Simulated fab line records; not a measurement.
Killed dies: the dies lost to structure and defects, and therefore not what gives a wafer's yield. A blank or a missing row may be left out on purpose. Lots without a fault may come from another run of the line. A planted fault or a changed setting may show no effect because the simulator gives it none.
Commonality check across tools	flow sky130	Sample size 10 lots and 30 wafers

== WHAT PROMPTED THE OPENING ==
SKY_SONOS_ONO_THK_MEAS_01, reading SONOS_ONO_OXIDATION_THK: flagged on 2 of 10 lots. No-fault wafers: 2.56 nm, standard deviation 0.067.
Rule: a lot gets a flag if all its wafers with a number sit over 4 standard deviations from that mean, or if no wafer of it has a number. All remaining lots are regarded as sound.

lot	measured	on	SONOS_ONO_OXIDATION_THK (nm), wafer by wafer	flag
L586	day 11 13:34	filmMetro-01	2.41 2.42 2.46	
L588	day 11 20:58	filmMetro-03	2.69 2.60 2.56	
L589	day 12 08:09	filmMetro-01	2.66 2.59 2.60	
L594	day 14 06:01	filmMetro-03	2.50 2.51 2.59	
L595	day 14 09:19	filmMetro-02	2.17 2.19 2.16	FLAGGED
L598	day 15 13:41	filmMetro-03	2.11 2.15 2.10	FLAGGED
L599	day 15 21:17	filmMetro-02	2.53 2.50 2.50	
L602	day 16 18:46	filmMetro-02	2.63 2.56 2.61	
L603	day 17 03:59	filmMetro-02	2.51 2.64 2.58	
L607	day 18 14:23	filmMetro-01	2.55 2.58 2.64	
Average over the flagged lots: 2.15 nm; offset from the usual -0.41 nm, equal to -6 standard deviations.

== TOOL THAT RAN EACH LOT ==
The record holds 2 process steps before the reading, out of a route of 708 steps. Read each cell as the tool, then ch plus the chambers that the sampled wafers visited, then the start.
lot	flag	SKY_VT_ADJUST_LVTN_STRIP_20	SKY_SONOS_ONO_OXIDATION_00
L586		plasmaAsher-03 ch 0,1, day 7 18:46	furnace-02 ch 0, day 11 12:13
L588		plasmaAsher-01 ch 1, day 8 02:02	furnace-01 ch 0, day 11 19:36
L589		plasmaAsher-02 ch 0,1, day 8 10:26	furnace-02 ch 0, day 12 06:48
L594		plasmaAsher-02 ch 0,1, day 10 02:08	furnace-02 ch 0, day 14 04:40
L595	FLAGGED	plasmaAsher-01 ch 0,1, day 10 06:01	furnace-02 ch 0, day 14 07:59
L598	FLAGGED	plasmaAsher-03 ch 0,1, day 11 05:15	furnace-02 ch 0, day 15 12:20
L599		plasmaAsher-01 ch 0,1, day 11 11:13	furnace-01 ch 0, day 15 19:56
L602		plasmaAsher-02 ch 1, day 12 05:44	furnace-01 ch 0, day 16 17:25
L603		plasmaAsher-03 ch 0,1, day 12 13:19	furnace-01 ch 0, day 17 02:38
L607		plasmaAsher-01 ch 0,1, day 13 19:43	furnace-01 ch 0, day 18 13:02
What the steps here do:
- SKY_VT_ADJUST_LVTN_STRIP_20: strips in O2/N2.
- SKY_SONOS_ONO_OXIDATION_00: stabilise 600 s, purge 300 s, target thk 2.6 nm.
- SKY_SONOS_ONO_THK_MEAS_01

== FLAGGED OVER TOTAL, TOOL BY TOOL (the gauges that took the reading come last) ==
step	tool	lots run	flagged	share of the flagged lots	sound lots run after its first flagged lot
SKY_VT_ADJUST_LVTN_STRIP_20	plasmaAsher-01	4	1	some	2 (L599,L607)
SKY_VT_ADJUST_LVTN_STRIP_20	plasmaAsher-02	3	0	none	-
SKY_VT_ADJUST_LVTN_STRIP_20	plasmaAsher-03	3	1	some	1 (L603)
SKY_SONOS_ONO_OXIDATION_00	furnace-01	5	0	none	-
SKY_SONOS_ONO_OXIDATION_00	furnace-02	5	2	all	0
SKY_SONOS_ONO_THK_MEAS_01	filmMetro-01	3	0	none	-
SKY_SONOS_ONO_THK_MEAS_01	filmMetro-02	4	1	some	3 (L599,L602,L603)
SKY_SONOS_ONO_THK_MEAS_01	filmMetro-03	3	1	some	0

== THE TABLE: WHAT IT ALLOWS ==
1 row of the table ran every flagged lot: furnace-02 at SKY_SONOS_ONO_OXIDATION_00.
- furnace-02 at SKY_SONOS_ONO_OXIDATION_00: 2 of its 5 lots flagged. A fault beginning between L594 (day 14 04:40), its last sound lot, and L595 (day 14 07:59), its first flagged one, fits the data. Its own readings lie more than 4 standard deviations out on every wafer of the flagged lots: spikeTcCentreC, spikeTcLowerC, spikeTcUpperC, tubeCenterTempC, tube_center_temp_C_max.
furnace-02 at SKY_SONOS_ONO_OXIDATION_00 is the single tool remaining.

== WHAT HAD BEEN PUT IN BY THE SIMULATOR ==
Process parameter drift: furnace-02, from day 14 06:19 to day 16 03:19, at SKY_SONOS_ONO_OXIDATION_00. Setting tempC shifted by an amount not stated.
Struck lots among those shown: L595, L598. The same result came from the rule above.
